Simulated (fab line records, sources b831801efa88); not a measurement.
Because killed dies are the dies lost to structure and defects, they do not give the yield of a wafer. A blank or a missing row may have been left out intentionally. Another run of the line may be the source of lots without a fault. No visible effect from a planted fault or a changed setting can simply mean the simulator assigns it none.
Comparing a struck lot with a sound one | flow sky130 | 14 steps out of a route of 708
Sound: these wafers, L476.3, L476.4, L476.5. The struck wafers were L487.1, L487.2, L487.3. At the end, the cause is stated.
At each step with rows: each side's tool, then ch and its chambers, then its first start. Under that, the readings that differ: sound wafers | struck wafers | difference of the means | sigmas: that difference in standard deviations of wafers without a fault.
alike: a reading whose means differ by less than 2 such deviations, as well as words and numbers matching on both sides. not compared: withheld readings; readings where some wafer has no value; bounds like >300 that might hide an equal value; numbers whose values overlap and for which the record gives no deviation.
The two part at a step that has a row with sigmas, a row that says differs or no value, or rows on one side only. Numbers that don't overlap but have no deviation are shown without sigmas and don't part them. A reading missing from all wafers of one side parts the sides only when that side holds two or more wafers.

first, 4 steps without rows for these wafers: SKY_PWDE_SOFTBAKE_03; SKY_PWDE_EXPOSE_04 (exposes mask PWDEM, target cd 840 nm); SKY_PWDE_PEB_05; SKY_PWDE_DEVELOP_06 (develop time 58.67 s).
SKY_PWDE_OVL_MEAS_07:
  sound: overlay-02 at day 5 01:15; struck: overlay-01 at day 7 16:32
  alike: PWDE_OVL
after that, 1 step had no rows for these wafers: SKY_PWDE_IMPLANT_08.
SKY_PWDE_STRIP_09: strips in O2/N2.
  sound on plasma_asher-03 ch 0,1, day 5 01:28; struck on plasma_asher-03 ch 0,1, day 7 16:43
  alike: drypump_motor_current_A, oes_product_au, strip_time_to_endpoint_s
  not compared: rf_hours_counter_h
SKY_PWDE_TW_MEAS_10:
  sound: film_metro-04 at day 5 01:33; struck: film_metro-03 at day 7 16:49
  alike: PWDE_TW
then, 4 steps without rows for these wafers: SKY_NWELL_DEHYDRATE_03 (time 60 s); SKY_NWELL_HMDS_04 (prime time 60 s); SKY_NWELL_COAT_05 (resist thk 3000 nm); SKY_NWELL_SOFTBAKE_06.
SKY_NWELL_EXPOSE_07: exposes mask NWM, target cd 840 nm.
  sound on iline_stepper-01 ch 0, day 5 10:46; struck on iline_stepper-01, day 8 02:46
  no value came back on the struck wafers for exposure_dose_mJ_cm2, focus_offset_nm (nm), reticle_temp_C (C); on the sound wafers exposure_dose_mJ_cm2 reads 254.71 254.54 254.84
  alike: mask
after that, 1 step had no rows for these wafers: SKY_NWELL_PEB_08.

WHERE THEY PART
At SKY_NWELL_EXPOSE_07 and nowhere else, as far as this record goes.

WHY: what the simulator had put in
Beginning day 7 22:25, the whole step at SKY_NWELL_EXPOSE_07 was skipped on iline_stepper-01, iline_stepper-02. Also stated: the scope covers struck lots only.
